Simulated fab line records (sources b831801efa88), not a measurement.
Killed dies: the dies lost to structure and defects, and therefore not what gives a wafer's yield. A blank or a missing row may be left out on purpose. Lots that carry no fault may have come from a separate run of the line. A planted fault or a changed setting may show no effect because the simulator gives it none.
Which tool was responsible? / flow sky130 / 36 wafers from 12 lots sampled at 5 of the route's 708 steps

== WHAT THE GAUGES READ, wafer by wafer ==
SKY_VT_ADJUST_NCORE_CD_MEAS_07 targets a cd of 380 nm.
lot=L958; measured=day 8 07:46; on=cd_sem-01; cd_nm (nm)=380.6 378.2 381.5
lot=L960; measured=day 9 08:41; on=cd_sem-01; cd_nm (nm)=379.8 381.1 379.9
lot=L959; measured=day 9 09:11; on=cd_sem-02; cd_nm (nm)=380.9 380.7 380.0
lot=L962; measured=day 9 16:08; on=cd_sem-02; cd_nm (nm)=382.4 383.2 383.0
lot=L970; measured=day 11 21:41; on=cd_sem-02; cd_nm (nm)=383.2 381.1 379.1
lot=L971; measured=day 12 05:08; on=cd_sem-02; cd_nm (nm)=375.5 378.1 376.1
lot=L974; measured=day 13 22:02; on=cd_sem-02; cd_nm (nm)=381.9 381.5 377.3
lot=L975; measured=day 14 00:24; on=cd_sem-01; cd_nm (nm)=378.8 380.6 381.4
lot=L977; measured=day 14 05:17; on=cd_sem-02; cd_nm (nm)=378.0 381.3 378.3
lot=L976; measured=day 14 09:38; on=cd_sem-02; cd_nm (nm)=382.4 380.5 381.3
lot=L979; measured=day 15 02:32; on=cd_sem-02; cd_nm (nm)=385.8 383.2 381.4
lot=L981; measured=day 15 17:52; on=cd_sem-01; cd_nm (nm)=380.3 382.2 380.7

SKY_VT_ADJUST_NCORE_TW_MEAS_11.
lot=L958; measured=day 8 08:10; on=film_metro-03; VT_ADJUST_NCORE_TW=216 217 216
lot=L960; measured=day 9 09:06; on=film_metro-01; VT_ADJUST_NCORE_TW=224 223 222
lot=L959; measured=day 9 09:34; on=film_metro-03; VT_ADJUST_NCORE_TW=216 217 217
lot=L962; measured=day 9 16:33; on=film_metro-04; VT_ADJUST_NCORE_TW=223 222 223
lot=L970; measured=day 11 22:05; on=film_metro-03; VT_ADJUST_NCORE_TW=216 217 216
lot=L971; measured=day 12 05:33; on=film_metro-04; VT_ADJUST_NCORE_TW=219 218 219
lot=L974; measured=day 13 22:35; on=film_metro-03; VT_ADJUST_NCORE_TW=217 217 218
lot=L975; measured=day 14 00:47; on=film_metro-01; VT_ADJUST_NCORE_TW=224 225 224
lot=L977; measured=day 14 05:41; on=film_metro-01; VT_ADJUST_NCORE_TW=223 224 224
lot=L976; measured=day 14 10:02; on=film_metro-01; VT_ADJUST_NCORE_TW=224 224 223
lot=L979; measured=day 15 03:29; on=film_metro-01; VT_ADJUST_NCORE_TW=224 225 224
lot=L981; measured=day 15 18:15; on=film_metro-03; VT_ADJUST_NCORE_TW=217 217 216

SKY_VT_ADJUST_PCH_TW_MEAS_10.
lot=L958; measured=day 10 03:36; on=film_metro-02; VT_ADJUST_PCH_TW=173.4 173.9 173.6 173.1 174.0 173.0
lot=L960; measured=day 11 04:58; on=film_metro-02; VT_ADJUST_PCH_TW=173.3 172.8 173.1 173.3 173.5 172.5
lot=L959; measured=day 11 06:36; on=film_metro-03; VT_ADJUST_PCH_TW=140.8 142.6 141.7
lot=L962; measured=day 11 12:34; on=film_metro-04; VT_ADJUST_PCH_TW=143.9 144.2 143.6
lot=L970; measured=day 14 00:59; on=film_metro-03; VT_ADJUST_PCH_TW=141.1 140.7 140.2
lot=L971; measured=day 14 07:02; on=film_metro-03; VT_ADJUST_PCH_TW=140.2 140.6 141.3
lot=L974; measured=day 16 04:38; on=film_metro-02; VT_ADJUST_PCH_TW=143.4 144.9 144.3
lot=L975; measured=day 16 07:45; on=film_metro-02; VT_ADJUST_PCH_TW=144.7 143.6 144.6
lot=L977; measured=day 16 12:32; on=film_metro-02; VT_ADJUST_PCH_TW=144.1 144.3 143.8
lot=L976; measured=day 16 16:28; on=film_metro-02; VT_ADJUST_PCH_TW=144.1 143.9 144.1
lot=L979; measured=day 17 12:29; on=film_metro-02; VT_ADJUST_PCH_TW=143.8 143.6 143.1
lot=L981; measured=day 18 04:56; on=film_metro-02; VT_ADJUST_PCH_TW=143.7 143.2 144.0

== WHICH TOOL RAN EACH LOT (tool, then ch and the chambers of the sampled wafers, then the start) ==
lot=L958; SKY_VT_ADJUST_HVTR_STRIP_10=plasma_asher-03 ch 0,1, day 9 05:00; SKY_VT_ADJUST_PCH_IMPLANT_08=implanter-04 ch 0, day 10 03:03
lot=L960; SKY_VT_ADJUST_HVTR_STRIP_10=plasma_asher-01 ch 0,1, day 10 07:57; SKY_VT_ADJUST_PCH_IMPLANT_08=implanter-03 ch 0, day 11 04:23
lot=L959; SKY_VT_ADJUST_HVTR_STRIP_10=plasma_asher-01 ch 0,1, day 10 08:41; SKY_VT_ADJUST_PCH_IMPLANT_08=implanter-02 ch 0, day 11 06:23
lot=L962; SKY_VT_ADJUST_HVTR_STRIP_10=plasma_asher-03 ch 0,1, day 10 14:44; SKY_VT_ADJUST_PCH_IMPLANT_08=implanter-02 ch 0, day 11 12:19
lot=L970; SKY_VT_ADJUST_HVTR_STRIP_10=plasma_asher-01 ch 0, day 12 22:15; SKY_VT_ADJUST_PCH_IMPLANT_08=implanter-02 ch 0, day 14 00:44
lot=L971; SKY_VT_ADJUST_HVTR_STRIP_10=plasma_asher-04 ch 0,1, day 13 04:41; SKY_VT_ADJUST_PCH_IMPLANT_08=implanter-03 ch 0, day 14 06:47
lot=L974; SKY_VT_ADJUST_HVTR_STRIP_10=plasma_asher-01 ch 0,1, day 15 01:03; SKY_VT_ADJUST_PCH_IMPLANT_08=implanter-04 ch 0, day 16 04:23
lot=L975; SKY_VT_ADJUST_HVTR_STRIP_10=plasma_asher-01 ch 0,1, day 15 04:14; SKY_VT_ADJUST_PCH_IMPLANT_08=implanter-03 ch 0, day 16 07:33
lot=L977; SKY_VT_ADJUST_HVTR_STRIP_10=plasma_asher-03 ch 0,1, day 15 08:48; SKY_VT_ADJUST_PCH_IMPLANT_08=implanter-02 ch 0, day 16 12:17
lot=L976; SKY_VT_ADJUST_HVTR_STRIP_10=plasma_asher-03 ch 0, day 15 13:14; SKY_VT_ADJUST_PCH_IMPLANT_08=implanter-03 ch 0, day 16 16:13
lot=L979; SKY_VT_ADJUST_HVTR_STRIP_10=plasma_asher-01 ch 0,1, day 16 07:00; SKY_VT_ADJUST_PCH_IMPLANT_08=implanter-03 ch 0, day 17 12:14
lot=L981; SKY_VT_ADJUST_HVTR_STRIP_10=plasma_asher-04 ch 0,1, day 16 22:51; SKY_VT_ADJUST_PCH_IMPLANT_08=implanter-03 ch 0, day 18 04:42
- SKY_VT_ADJUST_HVTR_STRIP_10: strips in O2/N2.
- SKY_VT_ADJUST_PCH_IMPLANT_08

== WHAT THE TOOLS THEMSELVES READ (means of the sampled wafers that have a number; where no wafer has one, the mark that the record gives instead) ==
SKY_VT_ADJUST_HVTR_STRIP_10.
lot=L958; tool=plasma_asher-03; drypump_motor_current_A (A)=5.8; oes_product_au (a.u.)=0.712; strip_time_to_endpoint_s (s)=14.16
lot=L960; tool=plasma_asher-01; drypump_motor_current_A (A)=5.7; oes_product_au (a.u.)=0.716; strip_time_to_endpoint_s (s)=14.18
lot=L959; tool=plasma_asher-01; drypump_motor_current_A (A)=5.7; oes_product_au (a.u.)=0.715; strip_time_to_endpoint_s (s)=14.18
lot=L962; tool=plasma_asher-03; drypump_motor_current_A (A)=5.8; oes_product_au (a.u.)=0.718; strip_time_to_endpoint_s (s)=14.14
lot=L970; tool=plasma_asher-01; drypump_motor_current_A (A)=5.4; oes_product_au (a.u.)=0.717; strip_time_to_endpoint_s (s)=14.20
lot=L971; tool=plasma_asher-04; drypump_motor_current_A (A)=5.6; oes_product_au (a.u.)=0.716; strip_time_to_endpoint_s (s)=14.13
lot=L974; tool=plasma_asher-01; drypump_motor_current_A (A)=5.5; oes_product_au (a.u.)=0.718; strip_time_to_endpoint_s (s)=14.11
lot=L975; tool=plasma_asher-01; drypump_motor_current_A (A)=5.7; oes_product_au (a.u.)=0.712; strip_time_to_endpoint_s (s)=14.16
lot=L977; tool=plasma_asher-03; drypump_motor_current_A (A)=5.8; oes_product_au (a.u.)=0.715; strip_time_to_endpoint_s (s)=14.22
lot=L976; tool=plasma_asher-03; drypump_motor_current_A (A)=5.9; oes_product_au (a.u.)=0.716; strip_time_to_endpoint_s (s)=14.18
lot=L979; tool=plasma_asher-01; drypump_motor_current_A (A)=5.5; oes_product_au (a.u.)=0.712; strip_time_to_endpoint_s (s)=14.21
lot=L981; tool=plasma_asher-04; drypump_motor_current_A (A)=5.9; oes_product_au (a.u.)=0.721; strip_time_to_endpoint_s (s)=14.24

SKY_VT_ADJUST_PCH_IMPLANT_08.
lot=L958 tool=implanter-04 dose_ions_cm2=5.001e+11
lot=L960 tool=implanter-03 dose_ions_cm2=4.998e+11
lot=L959 tool=implanter-02 dose_ions_cm2=5.001e+11
lot=L962 tool=implanter-02 dose_ions_cm2=4.995e+11
lot=L970 tool=implanter-02 dose_ions_cm2=4.997e+11
lot=L971 tool=implanter-03 dose_ions_cm2=4.998e+11
lot=L974 tool=implanter-04 dose_ions_cm2=4.998e+11
lot=L975 tool=implanter-03 dose_ions_cm2=4.997e+11
lot=L977 tool=implanter-02 dose_ions_cm2=5.007e+11
lot=L976 tool=implanter-03 dose_ions_cm2=5.007e+11
lot=L979 tool=implanter-03 dose_ions_cm2=4.999e+11
lot=L981 tool=implanter-03 dose_ions_cm2=5.004e+11

== THE ANSWER, worked out from the rows above alone ==
Rule: the usual values come from the lots themselves. The widest of any qualifying gaps counts: lots, ordered by their means at a reading, are off when they make up no more than a third of the lots, leave a main group of 4 or more, and stand apart from it by 3 or more times the standard deviation of that group's means. The tables above print the reading to a certain number of digits; a main group whose means all agree to those digits is not used. A lot without any number at a reading at which 4 lots or more have one is off too. All remaining lots with rows at the step are treated as sound. After the gauges, taken in route order, come the tools' own readings; for these a lot's mean is taken, as printed above. The first step at which some lot is off is used, and at that step the reading that is off furthest; a lot without a number counts as furthest.
Off: at SKY_VT_ADJUST_PCH_TW_MEAS_10 (VT_ADJUST_PCH_TW), L958, L960. Main group: mean 143.1, sd 1.4.
A tool fits if, at a process step before that reading, it ran every lot that is off, and no sound lot after the first of them. Those tools and the gauges at SKY_VT_ADJUST_PCH_TW_MEAS_10 are tried in the same way. Not one of the candidates tried fits.

== WHAT WAS PUT IN BY THE SIMULATOR ==
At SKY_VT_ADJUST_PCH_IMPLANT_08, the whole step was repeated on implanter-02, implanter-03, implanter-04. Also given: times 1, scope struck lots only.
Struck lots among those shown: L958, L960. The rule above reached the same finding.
